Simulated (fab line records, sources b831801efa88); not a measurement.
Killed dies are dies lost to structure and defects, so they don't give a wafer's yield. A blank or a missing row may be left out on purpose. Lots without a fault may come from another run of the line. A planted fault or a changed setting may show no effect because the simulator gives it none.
A struck lot beside a sound one | flow gf180mcu | 23 steps out of a route of 602
Sound: wafers L414.2, L414.3, L414.6. Struck: wafers L427.1, L427.2, L427.4. The cause comes at the end.
At each step with rows: each side's tool, then ch and its chambers, then its first start. Under that, the readings that differ: sound wafers | struck wafers | difference of the means | sigmas: that difference in standard deviations of wafers without a fault.
alike: readings whose means differ by less than 2 such deviations, and words and numbers that are the same on both sides. not compared: withheld readings, readings that some wafer has no value for, bounds like >300 that may hide the same value, and numbers for which the record gives no deviation and whose values overlap.
The two part at a step that has a row with sigmas, a row that says differs or no value, or rows on one side only. Numbers that don't overlap but have no deviation are shown without sigmas and don't part them. A reading that every wafer of one side lacks parts them only if that side has two wafers or more.

GF_V5_RS_MEAS_24: measures by four-point-probe.
  sound on film_metro-04, day 27 18:53; struck on film_metro-02, day 31 10:31
  alike: V5_W_RS
GF_V5_THK_MEAS_25: measures by xrf.
  sound on film_metro-04, day 27 19:00; struck on film_metro-02, day 31 10:38
  alike: V5_W_THK
then, 1 step without rows for these wafers: GF_V5_CMP_26 (polishes, stops on SiO2, t overpolish 15 s, target thk 0 nm).
GF_TOP_METAL_SPUTTER_00: material Ti, target thk 37.5 nm, time 150 s.
  sound on pvd_sputter-01, day 27 19:21; struck on pvd_sputter-02, day 31 11:00
  alike: chamber_pressure_pa, throttle_valve_pct
GF_TOP_METAL_SPUTTER_01: material TiN, target thk 30 nm, time 25 s.
  sound on pvd_sputter-01, day 27 19:27; struck on pvd_sputter-02, day 31 11:06
  alike: chamber_pressure_pa, throttle_valve_pct
GF_TOP_METAL_SPUTTER_02: material AlCu, target thk 900 nm, time 47.82 s.
  sound on pvd_sputter-01, day 27 19:29; struck on pvd_sputter-02, day 31 11:08
  alike: chamber_pressure_pa, throttle_valve_pct
GF_TOP_METAL_SPUTTER_03: material Ti, target thk 5 nm, time 3.3 s.
  sound on pvd_sputter-01, day 27 19:31; struck on pvd_sputter-02, day 31 11:10
  alike: chamber_pressure_pa, throttle_valve_pct
GF_TOP_METAL_SPUTTER_04: material TiN, target thk 25 nm, time 20.8 s.
  sound on pvd_sputter-01, day 27 19:32; struck on pvd_sputter-02, day 31 11:11
  alike: chamber_pressure_pa, throttle_valve_pct
GF_TOP_METAL_RS_MEAS_05: measures by four-point-probe.
  sound on film_metro-03, day 27 19:35; struck on film_metro-01, day 31 11:17
  alike: TOP_METAL_ALCU_RS
GF_TOP_METAL_THK_MEAS_06: measures by xrf.
  sound on film_metro-03, day 27 19:42; struck on film_metro-01, day 31 11:24
  alike: TOP_METAL_ALCU_THK
then, 2 steps without rows for these wafers: GF_TOP_METAL_DEHYDRATE_07 (time 60 s); GF_TOP_METAL_HMDS_08 (prime time 60 s).
GF_TOP_METAL_COAT_09: resist thk 1500 nm.
  sound on litho_track-01 ch 0, day 28 05:17; struck on litho_track-02 ch 0, day 31 19:34
  reading                                        | sound                | struck               | difference | sigmas
  spin_speed_rpm (rpm)                           | 2997.6 2999.1 3000.2 | 2865.2 2863.1 2864.9 | -134.6     | -84
  model.NOVOLAK_of_TOP_METAL_COAT_09.thk_nm (nm) | 1501 1502 1505       | 1527 1526 1528       | +24        |
  alike: exhaust_pa
then, 4 steps without rows for these wafers: GF_TOP_METAL_SOFTBAKE_10 (time 60 s); GF_TOP_METAL_EXPOSE_11 (exposes mask MetalTop, target cd 440 nm); GF_TOP_METAL_PEB_12; GF_TOP_METAL_DEVELOP_13 (develop time 60 s).
GF_TOP_METAL_CD_MEAS_14: target cd 440 nm.
  sound on cd_sem-02, day 28 15:14; struck on cd_sem-02, day 32 03:41
  alike: cd_nm
GF_TOP_METAL_OVL_MEAS_15:
  sound on overlay-02, day 28 15:21; struck on overlay-01, day 32 03:49
  alike: TOP_METAL_OVL
GF_TOP_METAL_METAL_ETCH_16: etches the open film in Cl2/BCl3, stops on SiO2, target depth 1077.5 nm, time 179.6 s.
  sound on rie_metal-02 ch 0, day 28 15:26; struck on rie_metal-02 ch 0,1, day 32 03:50
  reading                                        | sound          | struck         | difference | sigmas
  model.NOVOLAK_of_TOP_METAL_COAT_09.thk_nm (nm) | 1072 1071 1078 | 1097 1093 1094 | +21        |
  alike: drypump_motor_current_A, he_backside_leak_sccm, oes_product_au, rf_fwd_power_W, throttle_valve_pct
  not compared: rf_hours_counter_h
GF_TOP_METAL_STRIP_17: strips in O2/N2.
  sound on plasma_asher-02 ch 0,1, day 28 15:44; struck on plasma_asher-01 ch 0,1, day 32 04:01
  reading                      | sound             | struck            | difference | sigmas
  strip_time_to_endpoint_s (s) | 13.48 13.46 13.55 | 13.78 13.72 13.72 | +0.24      | +2
  alike: drypump_motor_current_A, heater_power_w, oes_product_au
  not compared: rf_hours_counter_h
then, 2 steps without rows for these wafers: GF_TOP_METAL_STRIP_18 (strips in post etch residue remover, time 1200 s); GF_PASSIVATION_PROBE_99.

WHERE THEY PART
First at GF_TOP_METAL_COAT_09; last, within this record, at GF_TOP_METAL_STRIP_17.

WHY: what the simulator had put in
Process parameter drift: litho_track-02, from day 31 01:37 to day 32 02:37, at GF_TOP_METAL_COAT_09. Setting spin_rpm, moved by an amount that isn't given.
